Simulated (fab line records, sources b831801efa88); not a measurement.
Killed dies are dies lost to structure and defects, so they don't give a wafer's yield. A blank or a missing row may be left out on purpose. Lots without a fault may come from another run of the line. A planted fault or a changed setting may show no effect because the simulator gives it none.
A struck lot beside a sound one | flow sky130 | 16 steps out of a route of 708
Sound: wafers L709.1, L709.4, L709.6. Struck: wafers L721.1, L721.2, L721.3. The cause comes at the end.
At each step with rows: each side's tool, then ch and its chambers, then its first start. Under that, the readings that differ: sound wafers | struck wafers | difference of the means | sigmas: that difference in standard deviations of wafers without a fault.
alike: readings whose means differ by less than 2 such deviations, and words and numbers that are the same on both sides. not compared: withheld readings, readings that some wafer has no value for, bounds like >300 that may hide the same value, and numbers for which the record gives no deviation and whose values overlap.
The two part at a step that has a row with sigmas, a row that says differs or no value, or rows on one side only. Numbers that don't overlap but have no deviation are shown without sigmas and don't part them. A reading that every wafer of one side lacks parts them only if that side has two wafers or more.

first, 3 steps without rows for these wafers: SKY_FIELD_ISO_EXPOSE_10 (exposes mask FOM, target cd 150 nm); SKY_FIELD_ISO_PEB_11; SKY_FIELD_ISO_DEVELOP_12 (develop time 62.73 s).
SKY_FIELD_ISO_CD_MEAS_13: target cd 150 nm.
  sound on cd_sem-02, day 2 10:37; struck on cd_sem-01, day 5 00:08
  alike: cd_nm
SKY_FIELD_ISO_ETCH_14: etches BARC in N2/H2, stops on SiO2, time 45.9 s, target depth 60 nm.
  sound on rie_diel-02 ch 0,2, day 2 10:44; struck on rie_diel-03 ch 0,1,3, day 5 00:16
  alike: drypump_motor_current_A, oes_product_au, throttle_valve_pct
  not compared: rf_hours_counter_h
SKY_FIELD_ISO_ETCH_15: etches the open film in CHF3/O2, stops on Si, target depth 180 nm, time 72 s.
  sound on rie_diel-02 ch 0,2, day 2 10:47; struck on rie_diel-03 ch 0,1,3, day 5 00:18
  alike: O2_flow_sccm, drypump_motor_current_A, oes_product_au, throttle_valve_pct
  not compared: rf_hours_counter_h
SKY_FIELD_ISO_STRIP_16: strips in O2/N2.
  sound on plasma_asher-03 ch 0, day 2 10:50; struck on plasma_asher-03 ch 0,1, day 5 00:21
  alike: drypump_motor_current_A, oes_product_au, strip_time_to_endpoint_s
  not compared: rf_hours_counter_h
SKY_FIELD_ISO_ETCH_17: etches Si in HBr/Cl2/O2, target depth 342 nm, time 97.7 s.
  sound on rie_si-02 ch 0,2,3, day 2 10:56; struck on rie_si-01 ch 0,1,3, day 5 00:27
  alike: O2_flow_sccm, drypump_motor_current_A, oes_product_au, throttle_valve_pct
  not compared: rf_hours_counter_h
then, 4 steps without rows for these wafers: SKY_FIELD_ISO_WET_ETCH_18 (etches Si3N4 in H3PO4, target depth 25 nm, time 286 s); SKY_FIELD_ISO_CLEAN_19 (cleans in SC1/SC2, time 150 s); SKY_FIELD_ISO_CLEAN_20 (cleans in dHF, time 20 s); SKY_FIELD_ISO_WET_ETCH_21 (etches SiO2 in dHF, target depth 20 nm, time 400 s).
SKY_FIELD_ISO_OXIDATION_22: stabilise 600 s, purge 300 s, target thk 10 nm.
  sound on furnace-01 ch 0, day 2 12:38; struck on furnace-01 ch 0, day 5 02:49
  reading                                          | sound             | struck            | difference | sigmas
  ox_time_s (s)                                    | 623 623 623       | 934.5 934.5 934.5 | +311.5     |
  model.SiO2_of_FIELD_ISO_OXIDATION_22.thk_nm (nm) | 9.913 10.12 9.926 | 13.01 13.14 13.08 | +3.09      |
  alike: zone_power_lower_pct, zone_power_top_pct
SKY_FIELD_ISO_THK_MEAS_23:
  sound on film_metro-01, day 2 13:48; struck on film_metro-03, day 5 03:59
  reading                         | sound           | struck            | difference | sigmas
  FIELD_ISO_OXIDATION_01_THK (nm) | 9.86 10.11 9.91 | 13.02 13.11 13.13 | +3.13      | +24
then, 1 step without rows for these wafers: SKY_FIELD_ISO_CVD_24 (deposits SiO2, target thk 595 nm, time 99.2 s).
-- the record jumps here: 44 days lie between the struck wafers' starts before and after (it left off in module FIELD_ISO and takes up again in module PAD_OPEN, whose first step shown is number 708 of the route) --
SKY_PAD_OPEN_PROBE_99:
  sound on prober-02, day 45 19:43; struck on prober-02, day 48 21:59
  reading                                   | sound                | struck             | difference | sigmas
  model.etest.sram_nfet_pass.off_log10_a_um | -12.67 -12.68 -12.58 | -12.9 -12.8 -12.92 | -0.2       |
  alike: killed_at_M0_to_M3, killed_at_M4_up, killed_at_contacts, killed_at_front_end, killed_at_other, killed_dies, killed_open, killed_short

WHERE THEY PART
Only at SKY_FIELD_ISO_THK_MEAS_23, within this record. Later steps at which nothing parts them and some readings are alike: SKY_PAD_OPEN_PROBE_99.

WHY: what the simulator had put in
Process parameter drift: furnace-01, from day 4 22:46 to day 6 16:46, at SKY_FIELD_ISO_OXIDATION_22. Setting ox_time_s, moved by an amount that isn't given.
